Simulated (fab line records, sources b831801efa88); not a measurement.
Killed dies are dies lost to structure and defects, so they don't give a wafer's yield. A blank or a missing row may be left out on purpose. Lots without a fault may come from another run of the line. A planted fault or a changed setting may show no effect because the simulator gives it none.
Which tool did it? | flow sky130 | 6 lots, 18 wafers sampled, at 1 step of a route of 708

WHAT THE GAUGES READ, wafer by wafer
SKY_SD_N_OVL_MEAS_08.
lot  | measured     | on         | SD_N_OVL (nm)
L467 | day 28 11:39 | overlay-01 | -2.1 -2.3 -3.5
L471 | day 29 23:07 | overlay-01 | -1.1 -2.3 -1.5
L476 | day 31 18:09 | overlay-01 | -1.2 -1.2 -1.0
L482 | day 33 16:31 | overlay-02 | -1.8 -1.8 -2.7
L484 | day 33 21:42 | overlay-01 | -2.4 -1.5 -3.2
L487 | day 35 08:08 | overlay-02 | 0.0 0.0 -1.1

WHICH TOOL RAN EACH LOT (tool, then ch and the chambers of the sampled wafers, then the start)
The record holds no process step before these readings.

THE ANSWER, worked out from the rows above alone
Rule: what is usual is taken from the lots themselves. Put in order of their means at a reading, lots are off if they are a third of the lots or fewer, leave a main group of 4 or more, and stand apart from it by a gap of 3 or more times the standard deviation of the main group's means; of several such gaps the widest counts. A main group whose means are all the same, to the digits that the tables above print for the reading, isn't used. A lot without any number at a reading at which 4 lots or more have one is off too. The other lots that the step has rows for count as sound.
No lot is off at any reading shown: from this, nothing can be told.

WHAT THE SIMULATOR HAD PUT IN
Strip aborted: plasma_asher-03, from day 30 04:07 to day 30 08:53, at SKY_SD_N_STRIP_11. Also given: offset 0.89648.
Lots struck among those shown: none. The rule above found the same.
